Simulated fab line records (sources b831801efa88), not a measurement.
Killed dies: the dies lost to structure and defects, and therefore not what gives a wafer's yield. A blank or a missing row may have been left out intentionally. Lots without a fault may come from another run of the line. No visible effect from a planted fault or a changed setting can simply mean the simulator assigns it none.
A lot that was struck, set against a sound lot | flow sky130 | 15 out of 708 route steps
Sound: wafers L702.1, L702.4, L702.5. Struck: wafers L693.1, L693.5, L693.6. The cause is named last.
At each step with rows: each side's tool, then ch and its chambers, then its first start. Under that, the readings that differ: sound wafers | struck wafers | difference of the means | sigmas: that difference in standard deviations of wafers without a fault.
alike: same words and numbers on both sides, and readings whose means sit less than 2 such deviations apart. not compared: any withheld reading, any reading some wafer has no value for, any bound like >300 that may hide the same value, and any number with overlapping values for which the record gives no deviation.
The two part at a step that has a row with sigmas, a row that says differs or no value, or rows on one side only. Non-overlapping numbers with no deviation appear without sigmas and do not part them. A reading that every wafer of one side lacks parts them only if that side has two wafers or more.

SKY_METAL2_SPUTTER_02: material AlCu, target thk 250 nm, time 13.3 s.
  sound on pvd sputter-01 at day 38 20:18; struck on pvd sputter-04 at day 35 21:20
  alike: cathode dc power W, throttle valve pct
SKY_METAL2_SPUTTER_03: material Ti, target thk 5 nm, time 3.3 s.
  sound on pvd sputter-01 at day 38 20:19; struck on pvd sputter-04 at day 35 21:21
  reading                | sound                | struck               | difference | sigmas
  cathode dc power W (W) | 3000.7 3000.8 3000.3 | 2999.8 2999.3 2999.6 | -1.0       | -2
  alike: throttle valve pct
SKY_METAL2_SPUTTER_04: material TiN, target thk 70 nm, time 58.3 s.
  sound on pvd sputter-01 at day 38 20:20; struck on pvd sputter-04 at day 35 21:22
  alike: cathode dc power W, throttle valve pct
SKY_METAL2_RS_MEAS_05: uses a four-point probe to measure.
  sound on film metro-04 at day 38 20:23; struck on film metro-01 at day 35 21:25
  alike: METAL2_ALCU_RS
SKY_METAL2_THK_MEAS_06: measures by xrf.
  sound on film metro-04 at day 38 20:31; struck on film metro-01 at day 35 21:32
  alike: METAL2_ALCU_THK
then, 7 steps without rows for these wafers: SKY_METAL2_DEHYDRATE_07 (time 57.59 s); SKY_METAL2_HMDS_08 (prime time 60 s); SKY_METAL2_COAT_09 (resist thk 60 nm); SKY_METAL2_COAT_10 (resist thk 450 nm); SKY_METAL2_SOFTBAKE_11 (time 90 s); SKY_METAL2_EXPOSE_12 (exposes mask MM2, target cd 140 nm); SKY_METAL2_PEB_13.
SKY_METAL2_DEVELOP_14: develop time 60 s.
  sound on litho track-01 ch 0, day 39 21:00; struck on litho track-02 ch 0, day 36 23:00
  reading              | sound             | struck            | difference | sigmas
  developer temp C (C) | 21.14 20.91 21.02 | 21.80 21.81 21.74 | +0.76      | +8
SKY_METAL2_CD_MEAS_15: the cd target is 140 nm.
  sound on cd sem-02 at day 39 21:09; struck on cd sem-01 at day 36 23:44
  alike: cd nm
then, 1 step without rows for these wafers: SKY_PAD_OPEN_PROBE_99.

## WHERE THEY PART
At SKY_METAL2_SPUTTER_03 first; at SKY_METAL2_DEVELOP_14 last (within this record only). Later steps at which nothing parts them and some readings are alike: SKY_METAL2_CD_MEAS_15.

WHY: whatever the simulator had introduced
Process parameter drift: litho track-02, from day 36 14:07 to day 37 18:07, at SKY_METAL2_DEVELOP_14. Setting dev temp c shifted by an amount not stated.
